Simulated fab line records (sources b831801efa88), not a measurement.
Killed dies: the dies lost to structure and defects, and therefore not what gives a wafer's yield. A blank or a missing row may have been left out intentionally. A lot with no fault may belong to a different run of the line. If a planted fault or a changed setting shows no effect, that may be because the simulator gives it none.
A lot that was struck, set against a sound lot || flow sky130 || 15 steps out of a route of 708
Sound: the wafers L783.1, L783.4, L783.5. Wafers struck: L789.1, L789.2, L789.3. The cause is named last.
At each step with rows: each side's tool, then ch and its chambers, then its first start. Under that, the readings that differ: sound wafers || struck wafers || difference of the means || sigmas: that difference in standard deviations of wafers without a fault.
alike: readings whose means differ by less than 2 such deviations, and words and numbers that are the same on both sides. not compared: withheld readings, readings that some wafer has no value for, bounds like >300 that may hide the same value, and numbers for which the record gives no deviation and whose values overlap.
Wherever a step has rows on one side only, a row that says differs or no value, or a row with sigmas, the two part there. Numbers that have no deviation but don't overlap get no sigmas and don't part them. Lack of a reading on every wafer of one side parts them only where that side has two or more wafers.

SKY_LOCAL_INTERCONNECT_CD_MEAS_11 targets a cd of 170 nm.
  sound on cd sem-01, day 30 16:30; struck on cd sem-01, day 32 11:10
  alike: cd nm
SKY_LOCAL_INTERCONNECT_OVL_MEAS_12:
  sound on overlay-01, day 30 16:37; struck on overlay-02, day 32 11:17
{"reading": "LOCAL_INTERCONNECT_OVL (nm)", "sound": "14 5 3", "struck": "-8 -5 -1", "difference": -12, "sigmas": -2}
SKY_LOCAL_INTERCONNECT_ETCH_13: etches BARC in N2/H2, stops on SiO2, time 45.9 s, target depth 60 nm.
  sound on rie metal-01 ch 0,1, day 30 16:39; struck on rie metal-01 ch 0,1, day 32 11:19
  alike: chamber pressure mTorr, drypump motor current A, oes product au, throttle valve pct
  not compared: rf hours counter h
SKY_LOCAL_INTERCONNECT_METAL_ETCH_14: etches TiN in Cl2/BCl3, stops on PSG, target depth 110 nm, time 31.4 s.
  sound on rie metal-01 ch 0,1, day 30 16:43; struck on rie metal-01 ch 0,1, day 32 11:23
  alike: chamber pressure mTorr, drypump motor current A, oes product au, throttle valve pct
  not compared: rf hours counter h
SKY_LOCAL_INTERCONNECT_STRIP_15: strips in O2/N2.
  sound on plasma asher-01 ch 0,1, day 30 16:46; struck on plasma asher-02 ch 0,1, day 32 11:26
  alike: chamber pressure mTorr, drypump motor current A, oes product au, strip time to endpoint s
  not compared: rf hours counter h
then, 3 steps without rows for these wafers: SKY_LOCAL_INTERCONNECT_STRIP_16 (strips in post etch residue remover, time 1200 s); SKY_LOCAL_INTERCONNECT_CLEAN_17 (cleans in IPA, time 180 s); SKY_LOCAL_INTERCONNECT_CLEAN_18 (cleans in O3/DIW).
SKY_CONTACT_CVD_00: deposits Si3N4, target thk 75 nm.
  sound on pecvd-02 ch 1, day 30 17:22; struck on pecvd-04 ch 0,1,2, day 32 12:01
  alike: heater power outer w, heater power w
SKY_CONTACT_THK_MEAS_01:
  sound on film metro-03, day 30 17:25; struck on film metro-03, day 32 12:04
  alike: CONTACT_CVD_00_THK
then, 1 step without rows for these wafers: SKY_CONTACT_HDPCVD_02 (deposits SiO2, target thk 565 nm, time 94.2 s).
SKY_CONTACT_THK_MEAS_03:
  sound on film metro-04, day 30 17:32; struck on film metro-04, day 32 12:11
  alike: CONTACT_HDPCVD_THK
SKY_CONTACT_CMP_04: polishes SiO2.
  sound on cmp-01 ch 0,1,3, day 30 17:39; struck on cmp-01 ch 0,1,2, day 32 12:18
{"reading": "head pressure psi (psi)", "sound": "3.987 3.997 4.004", "struck": "3.073 3.066 3.075", "difference": -0.925, "sigmas": "-99 or more"}
{"reading": "motor current A (A)", "sound": "12.7 11.7 11.5", "struck": "8.6 10.0 9.7", "difference": -2.5, "sigmas": -2}
{"reading": "time to endpoint s (s)", "sound": "85 87 91", "struck": "110 111 109", "difference": "+22", "sigmas": "+7"}
  alike: slurry flow ml min
SKY_CONTACT_BOW_MEAS_05:
  sound on film metro-02, day 30 17:54; struck on film metro-04, day 32 12:33
  alike: CONTACT_BOW
-- the record jumps here: 15 days lie between the struck wafers' starts before and after (it left off in module CONTACT and takes up again in module PAD_OPEN, whose first step shown is number 708 of the route) --
SKY_PAD_OPEN_PROBE_99:
  sound on prober-02, day 46 01:18; struck on prober-02, day 47 09:20
  alike: killed_at_M0_to_M3, killed_at_M4_up, killed at contacts, killed at front end, killed at other, killed dies, killed open, killed short

## WHERE THEY PART
Last at SKY_CONTACT_CMP_04 as far as this record goes, first at SKY_LOCAL_INTERCONNECT_OVL_MEAS_12. Later steps at which nothing parts them and some readings are alike: SKY_CONTACT_BOW_MEAS_05, SKY_PAD_OPEN_PROBE_99.

WHY: what had been put in by the simulator
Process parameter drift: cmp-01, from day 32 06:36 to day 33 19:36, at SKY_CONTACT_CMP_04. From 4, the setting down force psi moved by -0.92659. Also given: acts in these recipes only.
